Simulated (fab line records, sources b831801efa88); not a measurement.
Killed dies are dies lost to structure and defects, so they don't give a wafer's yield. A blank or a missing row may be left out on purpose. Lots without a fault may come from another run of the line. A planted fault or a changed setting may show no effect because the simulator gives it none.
Which tool did it? | flow sky130 | 11 lots, 33 wafers sampled, at 2 steps of a route of 708

WHAT THE GAUGES READ, wafer by wafer
SKY_CAPM_THK_MEAS_01.
lot  | measured     | on            | CAPM_CVD_00_THK (nm)
L165 | day 36 15:16 | film_metro-01 | 15.61 15.58 15.83
L167 | day 36 20:14 | film_metro-04 | 15.58 16.01 15.83
L168 | day 37 07:16 | film_metro-03 | 15.09 15.37 15.30
L171 | day 37 22:46 | film_metro-03 | 15.63 15.80 15.70
L173 | day 38 18:07 | film_metro-01 | 15.39 15.66 15.83
L176 | day 39 14:01 | film_metro-04 | 15.44 15.26 15.64
L181 | day 41 11:49 | film_metro-03 | 15.31 15.65 15.78
L183 | day 42 00:26 | film_metro-01 | 15.24 15.33 15.72
L186 | day 43 05:02 | film_metro-01 | 15.27 15.52 15.75
L188 | day 43 05:49 | film_metro-03 | 15.68 16.02 15.95
L187 | day 43 11:25 | film_metro-01 | 15.57 15.65 15.27

WHICH TOOL RAN EACH LOT (tool, then ch and the chambers of the sampled wafers, then the start)
lot  | SKY_VIA2_SPUTTER_20
L165 | pvd_sputter-02, day 36 14:14
L167 | pvd_sputter-03, day 36 19:22
L168 | pvd_sputter-02, day 37 06:25
L171 | pvd_sputter-04, day 37 21:53
L173 | pvd_sputter-04, day 38 17:16
L176 | pvd_sputter-03, day 39 12:56
L181 | pvd_sputter-03, day 41 10:58
L183 | pvd_sputter-03, day 41 23:35
L186 | pvd_sputter-02, day 43 03:47
L188 | pvd_sputter-02, day 43 04:58
L187 | pvd_sputter-03, day 43 10:32
- SKY_VIA2_SPUTTER_20: material TiN, target thk 20 nm, time 80 s.

THE ANSWER, worked out from the rows above alone
Rule: what is usual is taken from the lots themselves. Put in order of their means at a reading, lots are off if they are a third of the lots or fewer, leave a main group of 4 or more, and stand apart from it by a gap of 3 or more times the standard deviation of the main group's means; of several such gaps the widest counts. A main group whose means are all the same, to the digits that the tables above print for the reading, isn't used. A lot without any number at a reading at which 4 lots or more have one is off too. The other lots that the step has rows for count as sound.
No lot is off at any reading shown: from this, nothing can be told.

WHAT THE SIMULATOR HAD PUT IN
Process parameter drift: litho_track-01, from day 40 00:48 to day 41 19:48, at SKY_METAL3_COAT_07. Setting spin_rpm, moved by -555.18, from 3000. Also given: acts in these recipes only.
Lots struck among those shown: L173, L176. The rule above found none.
